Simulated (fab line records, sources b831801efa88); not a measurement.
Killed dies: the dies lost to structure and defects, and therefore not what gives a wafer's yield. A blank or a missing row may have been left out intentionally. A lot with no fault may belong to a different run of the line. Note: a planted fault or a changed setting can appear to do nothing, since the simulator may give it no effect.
One fault seen from 2 desks	flow sky130	each desk holds nothing but its own numbers, with what lay behind them at the end

FOR THE TOOL OWNER'S DESK: implanter-01
The tool's own readings at SKY_SD_P_IMPLANT_09, given as means over the sampled wafers that have a number, one for each lot that went through this tool. Any lot whose mean is over 4 standard deviations away from the usual mean is out of limits and marked OUT; that distance is given in the brackets.
Columns: A = beam_energy_keV at SKY_SD_P_IMPLANT_09, usual 20.002; B = beam_on_s at SKY_SD_P_IMPLANT_09, usual 13.5 s; C = dose_ions_cm2 at SKY_SD_P_IMPLANT_09, usual 3e+15; D = faraday_current_uA at SKY_SD_P_IMPLANT_09, usual 12172
lot	first seen here	A	B	C	D
L273	day 25 22:58	20.005	13.6	3e+15	12053
L276	day 27 05:32	20.008	13.4	3e+15	12258
L280	day 28 11:10	20.009	10.9 (-8.6) OUT	3e+15	14870 (+10) OUT
L281	day 28 15:53	20.001	10.8 (-8.9) OUT	3e+15	15055 (+11) OUT
L282	day 28 22:32	20.003	11.1 (-8.1) OUT	3e+15	14762 (+10) OUT
L288	day 31 07:55	19.995	13.3	3e+15	12284
L292	day 32 07:32	20.003	13.5	3e+15	12069
L294	day 32 21:17	20.003	13.6	3e+15	12092
This desk's finding: out of limits on L280, L281, L282; first on L280, day 28 11:10 (beam_on_s at SKY_SD_P_IMPLANT_09). L273, L276, L288, L292, L294: within limits.

FROM THE METROLOGY DESK
What the gauges read for every lot (on any tool): the sampled wafers with a number, averaged. Any lot whose mean is over 4 standard deviations away from the usual mean is out of limits and marked OUT; that distance is given in the brackets.
Columns: A = cd_nm at SKY_POLY_CUT_CD_MEAS_08, usual 269.9 nm; B = SD_P_TW at SKY_SD_P_TW_MEAS_11, usual 2812; C = SD_P_RS at SKY_SD_N_RS_MEAS_17, usual 146.9 ohm/sq; D = METAL2_ALCU_RS at SKY_METAL2_RS_MEAS_05, usual 0.1270 ohm/sq
lot	first seen here	A	B	C	D
L273	day 24 17:39	272.6	2799	147.0	0.1270
L276	day 26 00:05	270.9	2822	147.1	0.1264
L279	day 27 01:55	269.5	2808	147.5	0.1257
L280	day 27 06:38	269.2	2714 (-6.5) OUT	150.0 (+7.2) OUT	0.1273
L281	day 27 10:50	271.0	2720 (-6.1) OUT	149.7 (+6.6) OUT	0.1275
L282	day 27 18:19	270.8	2721 (-6.0) OUT	150.4 (+8.1) OUT	0.1259
L288	day 30 04:00	271.7	2805	147.3	0.1276
L290	day 30 12:11	271.6	2803	147.2	0.1262
L291	day 30 22:34	271.5	2815	147.5	0.1282
L292	day 31 03:20	268.3	2799	147.1	0.1284
L294	day 31 18:56	271.1	2846	146.1	0.1276
This desk reports L280, L281, L282 out of limits; the earliest was L280 at day 28 11:22 (SD_P_TW at SKY_SD_P_TW_MEAS_11). L273, L276, L279, L288, L290, L291, L292, L294: within limits.

TAKEN TOGETHER
The tool owner's desk had the chance to raise an alarm at day 28 11:10 on L280, L281, L282.
At day 28 11:22 the metrology desk could have sounded an alarm, on L280, L281, L282.
On implanter-01, each named lot ran SKY_SD_P_IMPLANT_09.

WHAT THE SIMULATOR HAD PUT IN
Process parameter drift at SKY_SD_P_IMPLANT_09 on implanter-01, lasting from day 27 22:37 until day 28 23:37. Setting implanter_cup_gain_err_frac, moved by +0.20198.
Shown lots that were struck: L280, L281, L282.
Delay (hours) between the fault's onset and each desk's first out-of-limits reading: 13 at the tool owner's desk, 13 at the metrology desk.
